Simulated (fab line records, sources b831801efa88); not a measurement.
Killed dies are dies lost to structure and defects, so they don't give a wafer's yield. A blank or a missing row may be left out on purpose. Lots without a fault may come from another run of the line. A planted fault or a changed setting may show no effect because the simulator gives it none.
fab line records | flow sky130
record lots=12 wafers=36 last_day=50
route steps=708 shown GATE_OXIDE@188 VIA1@461 METAL2@485
lots that met no fault: from a run of the same line without faults
start_h: hours from the record's first day to the start of the lot's first wafer shown | wait_h: hours since the lot's step before | " the same as in the row above | L1.1+2: a row that stands for several wafers | - no value, or no start given | * or withheld: withheld | < > ~ a bound
route shown NAME@n: a module of which the file shows steps, and the number in the route of the first | usual: mean/standard deviation of fault-free wafers | same: alike in all rows | chamber/n: place in a boat | sites: the reading at each site | _std_site: their standard deviation | _edge_site: outer sites' mean less inner sites' | radius_mm: how far each site lies from the wafer's centre | mask NAME#n: copy n | behind: the tool/chamber that last shaped the wafer | hold: why the lot was held/for how many hours/how that ended | device: the transistor (n, p or np) that didn't switch | end of line: the same wafers' tests at the end of the route | a step without rows: its recipe alone | killed: dies lost to structure and defects at the first sort, not the wafer's yield | map: a wafer's dies, x killed, . not, _ none there
set.NAME: the setting as run; set.NAME@STEP: as run at that earlier step | model.NAME: the simulator's own value behind a step, which no gauge read
steps of the route over a sample of lots; a table a step, a row a wafer
services: from which hour (start_h, from the record's first day; less than 0 if before it) a tool's chamber was out of use, for how many hours, and why
## steps
# step SKY_GATE_OXIDE_OXIDATION_01
# recipe temp_c=900 ambient=O2 stabilise_s=600 purge_s=300 target_thk_a=102.68 ox_time_s=1473
# usual spike_tc_centre_C=900.2/0.99 spike_tc_lower_C=900.7/1.1 spike_tc_top_C=909.0/2.5 spike_tc_upper_C=898.8/1.1 tube_center_temp_C=900.01/0.079 tube_center_temp_C_max=902.3/0.37
# columns lot.wafer tool chamber start_h wait_h spike_tc_centre_C spike_tc_lower_C spike_tc_top_C spike_tc_upper_C tube_center_temp_C tube_center_temp_C_max
L463.2 furnace-01 0 293.54 0.7 902.9 900.0 911.3 898.6 900 902.2
L463.4 " 0 " " 899.8 901.6 910.5 897.4 900.05 902.7
L463.6 " 0 " " 900.1 903.4 909.4 901.0 900.1 902.5
L464.1 furnace-02 0 303.11 2.5 899.0 898.8 905.6 897.0 899.85 901.9
L464.2 " 0 " " 899.9 900.7 906.6 896.6 900.11 902.0
L464.3 " 0 " " 898.3 900.5 905.4 897.0 899.91 902.2
L465.2 furnace-02 0 310.79 1.2 900.1 901.3 905.9 897.4 899.9 902.3
L465.4 " 0 " " 897.5 898.9 906.4 898.4 900.16 903.0
L465.6 " 0 " " 899.9 900.3 907.7 896.9 900.01 902.7
L468.1 furnace-01 0 336.09 0.0 899.1 900.1 911.7 898.5 900 902.6
L468.3 " 0 " " 900.8 901.8 911.5 898.7 900.14 902.3
L468.4 " 0 " " 902.6 900.2 912.5 899.5 899.98 902.1
L469.1 furnace-01 0 338.67 0.9 900.2 901.1 910.6 898.1 900.03 902.7
L469.2 " 0 " " 901.4 900.2 912.3 899.6 900.09 901.6
L469.5 " 0 " " 900.2 900.9 911.8 899.0 899.98 902.7
L470.1 furnace-02 0 342.71 2.5 900.8 899.2 907.2 898.1 900.04 902.4
L470.2 " 0 " " 898.7 901.1 906.8 897.6 900.04 902.2
L470.4 " 0 " " 899.3 899.5 907.5 899.9 900.04 902.1
L471.1 furnace-02 0 356.45 0.2 898.5 900.4 905.7 898.2 900.05 902.3
L471.3 " 0 " " 900.9 898.7 905.7 897.0 900.07 902.4
L471.5 " 0 " " 900.2 900.7 905.3 896.5 900.15 902.2
L472.1 furnace-02 0 367.99 0.9 901.3 899.0 907.0 897.9 899.92 902.3
L472.4 " 0 " " 902.5 900.2 905.5 896.7 900.18 902.3
L472.5 " 0 " " 901.4 898.2 906.6 897.7 900.03 902.6
L477.1 furnace-02 0 413.10 0.1 891.9 892.2 898.5 889.0 892.3 894.9
L477.2 " 0 " " 892.2 892.8 899.0 889.1 892.16 894.3
L477.6 " 0 " " 892.1 891.6 898.9 891.3 892.14 894.1
L478.1 furnace-02 0 417.10 0.0 891.8 893.0 897.4 890.9 892.13 894.8
L478.2 " 0 " " 891.6 893.5 899.3 890.7 892.28 894.4
L478.3 " 0 " " 893.3 894.1 896.8 889.4 892.23 894.3
L479.1 furnace-02 0 422.60 0.0 891.5 894.3 897.2 888.9 892.39 894.6
L479.3 " 0 " " 890.9 893.2 897.0 889.2 892.14 894.3
L479.4 " 0 " " 892.0 891.3 897.5 890.7 892.23 894.6
L484.1 furnace-01 0 472.32 0.4 900.4 901.8 909.9 901.7 900.01 902.8
L484.4 " 0 " " 901.6 900.4 911.8 899.4 900.1 903.0
L484.6 " 0 " " 900.2 902.5 912.5 899.1 900.11 902.1
# step SKY_GATE_OXIDE_THK_MEAS_02
# recipe reads=SiO2_of_GATE_OXIDE_OXIDATION_01
# usual GATE_OXIDE_OXIDATION_00_THK=10.30/0.17
# columns lot.wafer tool chamber start_h wait_h GATE_OXIDE_OXIDATION_00_THK[nm]
L463.2 film_metro-02 - 294.96 0.0 10.38
L463.4 " - " " 10.30
L463.6 " - " " 10.42
L464.1 film_metro-01 - 304.52 0.0 10.20
L464.2 " - " " 10.19
L464.3 " - " " 10.27
L465.2 film_metro-01 - 312.21 0.0 10.31
L465.4 " - " " 10.45
L465.6 " - " " 10.40
L468.1 film_metro-04 - 337.49 0.0 10.26
L468.3 " - " " 10.14
L468.4 " - " " 10.27
L469.1 film_metro-01 - 340.08 0.0 10.13
L469.2 " - " " 10.17
L469.5 " - " " 10.28
L470.1 film_metro-01 - 344.11 0.0 9.85
L470.2 " - " " 10.00
L470.4 " - " " 9.88
L471.1 film_metro-01 - 357.85 0.0 10.22
L471.3 " - " " 10.17
L471.5 " - " " 10.24
L472.1 film_metro-02 - 369.40 0.0 10.48
L472.4 " - " " 10.27
L472.5 " - " " 10.17
L477.1 film_metro-02 - 414.51 0.0 9.56
L477.2 " - " " 9.45
L477.6 " - " " 9.59
L478.1 film_metro-01 - 418.51 0.0 9.30
L478.2 " - " " 9.35
L478.3 " - " " 9.43
L479.1 film_metro-04 - 424.01 0.0 9.26
L479.3 " - " " 9.42
L479.4 " - " " 9.22
L484.1 film_metro-04 - 473.73 0.0 10.31
L484.4 " - " " 10.50
L484.6 " - " " 10.45
# step SKY_VIA1_BOW_MEAS_03
# recipe mode=bow
# usual VIA1_BOW=82/7.1
# columns lot.wafer tool chamber start_h wait_h VIA1_BOW[um]
L463.2 film_metro-02 - 777.70 0.3 92
L463.4 " - " " 76
L463.6 " - " " 79
L464.1 film_metro-01 - 784.15 0.1 78
L464.2 " - " " 78
L464.3 " - " " 86
L465.2 film_metro-02 - 793.25 0.2 87
L465.4 " - " " 79
L465.6 " - " " 91
L468.1 film_metro-03 - 819.16 0.2 75
L468.3 " - " " 76
L468.4 " - " " 77
L469.1 film_metro-03 - 821.45 0.2 84
L469.2 " - " " 100
L469.5 " - " " 89
L470.1 film_metro-02 - 827.05 0.1 71
L470.2 " - " " 73
L470.4 " - " " 90
L471.1 film_metro-01 - 840.72 0.2 78
L471.3 " - " " 81
L471.5 " - " " 81
L472.1 film_metro-01 - 848.13 0.2 83
L472.4 " - " " 93
L472.5 " - " " 81
L477.1 film_metro-01 - 890.37 0.1 75
L477.2 " - " " 84
L477.6 " - " " 73
L478.1 film_metro-01 - 892.44 0.2 86
L478.2 " - " " 79
L478.3 " - " " 89
L479.1 film_metro-03 - 894.34 0.1 79
L479.3 " - " " 76
L479.4 " - " " 87
L484.1 film_metro-03 - 934.91 0.1 75
L484.4 " - " " 75
L484.6 " - " " 87
# step SKY_METAL2_SPUTTER_02
# recipe material=AlCu target_thk_nm=250 power_w=10600 time_s=13.3 chamber_pressure_pa=0.4
# usual throttle_valve_pct=29.9/1.1
# columns lot.wafer tool chamber start_h wait_h throttle_valve_pct
L463.2 pvd_sputter-02 - 805.85 0.0 28.6
L463.4 " - " " 31.6
L463.6 " - " " 29.0
L464.1 pvd_sputter-02 - 811.95 0.0 31.8
L464.2 " - " " 28.9
L464.3 " - " " 28.9
L465.2 pvd_sputter-01 - 822.03 0.0 31.1
L465.4 " - " " 30.5
L465.6 " - " " 30.9
L468.1 pvd_sputter-04 - 846.59 0.0 30.7
L468.3 " - " " 29.8
L468.4 " - " " 29.5
L469.1 pvd_sputter-04 - 849.74 0.0 29.7
L469.2 " - " " 29.5
L469.5 " - " " 30.8
L470.1 pvd_sputter-02 - 854.13 0.0 31.8
L470.2 " - " " 28.9
L470.4 " - " " 29.3
L471.1 pvd_sputter-02 - 868.78 0.0 29.2
L471.3 " - " " 28.3
L471.5 " - " " 31.6
L472.1 pvd_sputter-02 - 875.37 0.0 29.0
L472.4 " - " " 31.4
L472.5 " - " " 31.6
L477.1 pvd_sputter-02 - 914.93 0.0 29.2
L477.2 " - " " 29.0
L477.6 " - " " 28.8
L478.1 pvd_sputter-02 - 917.60 0.0 28.1
L478.2 " - " " 31.5
L478.3 " - " " 28.9
L479.1 pvd_sputter-02 - 919.75 0.0 29.2
L479.3 " - " " 28.8
L479.4 " - " " 28.3
L484.1 pvd_sputter-01 - 961.06 0.0 31.0
L484.4 " - " " 29.1
L484.6 " - " " 29.9
# step SKY_METAL2_DESCUM_17
# recipe chemistry=O2 source_power_w=150 bias_power_w=0 pressure_mtorr=10 temp_c=40 time_s=8
# usual drypump_motor_current_A=5.5/0.46 oes_product_au=0.996/0.0067 rf_fwd_power_W=147.2/0.97
# columns lot.wafer tool chamber start_h wait_h drypump_motor_current_A oes_product_au rf_fwd_power_W rf_hours_counter_h
L463.2 rie_metal-02 1 832.19 0.0 4.8 0.993 148.5 13
L463.4 " 0 " " 5.2 1.002 147.6 -
L463.6 " 1 " " 4.8 0.997 148.9 -
L464.1 rie_metal-02 1 838.54 0.0 4.8 0.986 148.1 14
L464.2 " 0 " " 5.2 0.994 146.4 8
L464.3 " 1 " " 4.8 1.007 147.4 -
L465.2 rie_metal-04 1 848.76 0.0 6.0 0.993 145.9 8
L465.4 " 1 " " 6.0 0.990 146.4 -
L465.6 " 0 " " 5.4 0.999 147.8 -
L468.1 rie_metal-02 0 872.47 0.0 5.2 0.986 146.9 10
L468.3 " 0 " " 5.2 0.996 146.1 -
L468.4 " 1 " " 4.8 0.972 148.4 -
L469.1 rie_metal-01 1 875.90 0.0 5.9 0.989 145.6 0
L469.2 " 0 " " 6.1 0.993 148.9 11
L469.5 " 1 " " 5.9 0.996 145.6 -
L470.1 rie_metal-02 0 879.10 0.0 5.2 1.003 147.6 10
L470.2 " 1 " " 4.8 0.985 147.7 16
L470.4 " 1 " " 4.8 0.990 148.3 -
L471.1 rie_metal-04 1 894.17 0.0 6.0 0.998 146.1 10
L471.3 " 1 " " 6.0 1.000 146.1 -
L471.5 " 0 " " 5.4 0.999 148.0 -
L472.1 rie_metal-04 1 901.16 0.0 6.0 1.004 146.1 10
L472.4 " 0 " " 5.4 0.990 148.5 -
L472.5 " 1 " " 6.0 0.992 146.0 -
L477.1 rie_metal-02 0 939.94 0.0 5.2 1.005 147.3 12
L477.2 " 1 " " 4.8 0.998 148.4 1
L477.6 " 0 " " 5.2 1.003 147.6 -
L478.1 rie_metal-01 1 942.30 0.0 6.0 0.982 146.4 4
L478.2 " 0 " " 6.1 0.995 147.5 14
L478.3 " 1 " " 5.9 0.996 146.0 -
L479.1 rie_metal-04 1 945.05 0.0 6.0 1.003 146.5 12
L479.3 " 1 " " 6.0 1.001 146.8 -
L479.4 " 0 " " 5.4 1.007 147.0 -
L484.1 rie_metal-02 1 985.32 0.0 4.8 0.992 148.2 4
L484.4 " 0 " " 5.2 0.995 146.4 -
L484.6 " 1 " " 4.8 0.995 148.3 -
## services
# columns tool chamber start_h hours kind
rie_metal-02 - 269.73 2.8 pm
furnace-01 - 283.35 1.2 repair
rie_metal-04 - 336.59 1.5 repair
pvd_sputter-02 - 385.77 1.3 repair
pvd_sputter-02 - 414.04 13.8 repair
pvd_sputter-02 - 422.52 2.6 repair
rie_metal-04 1 437.08 28.4 repair
rie_metal-04 0 442.59 7.0 repair
rie_metal-02 1 451.81 23.7 repair
rie_metal-04 - 459.10 2.8 pm
furnace-02 - 460.98 2.9 pm
pvd_sputter-02 - 468.88 1.3 repair
furnace-02 - 488.37 3.1 pm
pvd_sputter-02 - 590.15 1.8 repair
furnace-01 - 613.32 3.3 pm
furnace-02 - 655.31 3.5 pm
furnace-02 - 668.82 16.8 pm
rie_metal-02 - 734.83 0.6 repair
pvd_sputter-02 - 735.33 0.7 repair
furnace-02 - 742.46 2.7 pm
furnace-02 - 823.57 4.3 pm
rie_metal-02 0 927.23 11.1 repair
rie_metal-02 - 946.12 0.6 repair
rie_metal-02 - 976.11 0.2 repair
## key
first_sign step=SKY_GATE_OXIDE_OXIDATION_01 reading=tube_center_temp_C direction=down sigmas=86 usual=* struck=*
effect step=SKY_GATE_OXIDE_OXIDATION_01 reading=tube_center_temp_C_max direction=down sigmas=21 usual=* struck=*
effect step=SKY_GATE_OXIDE_THK_MEAS_02 reading=GATE_OXIDE_OXIDATION_00_THK direction=down sigmas=5.4 usual=10.30 struck=9.40
met_at SKY_GATE_OXIDE_OXIDATION_01
struck_lots L477,L478,L479
rows_end L477.1,L477.2,L477.6
tester_left_out L478,L479
not_acting_at SKY_VIA1_BOW_MEAS_03,SKY_METAL2_SPUTTER_02,SKY_METAL2_DESCUM_17
onset_between 367.99 413.10
fault kind=process_parameter_drift tool=furnace-02 chamber=- onset_h=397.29 steps=SKY_GATE_OXIDE_OXIDATION_01 channel=temp_c offset=* shape=step end_h=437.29 acts_in=* stated=*
# tester_left_out: of these lots the tester's yield and bins aren't shown, on N5 and GAA mostly nor the transistor test; their killed dies are dies lost to structure and defects alone, not to doping, threshold or leakage, so they don't give the yield
# rows_end: these wafers met a further fault down the route, and their rows from its step on are left out
